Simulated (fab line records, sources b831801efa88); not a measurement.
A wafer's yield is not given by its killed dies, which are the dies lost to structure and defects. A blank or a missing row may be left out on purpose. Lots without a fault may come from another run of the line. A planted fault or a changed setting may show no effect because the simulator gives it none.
Matching of chambers ; flow gf180mcu ; GF_V3_CMP_26 on cmp-01: 4 sister chambers
The step polishes, stops on SiO2, t overpolish 15 s, target thk 0 nm. 18 wafers are shown with their chamber, then 9 later ones without.

== EACH WAFER AND ITS CHAMBER ==
wafer;chamber;motor-current-A (A);overpolish-run-s (s);time-to-endpoint-s (s)
L317.3;0;9.9;14.995;88
L317.5;1;10.0;15.013;88
L317.6;2;13.2;15.006;86
L318.2;2;12.9;14.997;90
L318.3;1;9.3;15.009;92
L318.4;0;10.1;15.003;90
L320.2;2;12.3;15.003;88
L320.4;1;9.6;15.000;88
L320.6;2;12.6;14.996;87
L325.3;1;10.2;15.010;90
L325.5;1;9.3;14.984;88
L325.6;0;10.1;15.000;88
L328.1;0;10.4;15.001;84
L328.2;3;13.3;15.008;90
L328.4;1;9.3;15.006;88
L334.2;2;11.9;14.994;90
L334.3;0;10.1;15.020;92
L334.6;0;10.4;15.018;93

SIGNATURES (averages over the wafers above)
reading;chamber 0;chamber 1;chamber 2;chamber 3;scatter within a chamber
motor-current-A;10.167;9.617;12.580;13.300;0.379
overpolish-run-s;15.00617;15.00367;14.99920;15.00800;0.00924
time-to-endpoint-s;89.17;89.00;88.20;90.00;2.38
Rule: for each reading, subtract the chamber's mean from the wafer's reading, divide by that reading's scatter and square the result; add these up over the readings and take the root, which gives the wafer's distance from the chamber. The wafer belongs to the nearest chamber; if the next one is less than 2 further off, it can't be placed. The scatter is the square root of a quotient: the sum, over the shown wafers, of each reading's squared deviation from its chamber's mean, divided by wafers minus chambers.

== WAFERS WITH NO CHAMBER GIVEN ==
wafer;motor-current-A (A);overpolish-run-s (s);time-to-endpoint-s (s)
L336.1;9.9;15.001;90
L336.4;9.4;15.002;92
L336.5;9.9;15.003;86
L338.1;10.5;15.012;88
L338.5;9.6;15.007;84
L338.6;13.2;14.985;84
L337.1;9.7;14.986;87
L337.2;12.4;15.005;94
L337.6;12.8;15.014;94

== WHICH CHAMBER EACH ONE RAN IN ==
wafer;from the rows above;in truth
L336.1;can't be placed: 1 or 0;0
L336.4;can't be placed: 1 or 0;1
L336.5;can't be placed: 1 or 0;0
L338.1;can't be placed: 0 or 1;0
L338.5;can't be placed: 1 or 0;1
L338.6;can't be placed: 2 or 3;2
L337.1;can't be placed: 1 or 0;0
L337.2;can't be placed: 2 or 3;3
L337.6;can't be placed: 3 or 2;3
Correct placement for 0 of the 9. Can't be placed from these rows: 9 (the true chamber is among the candidates in 9). Placed wrongly: 0.
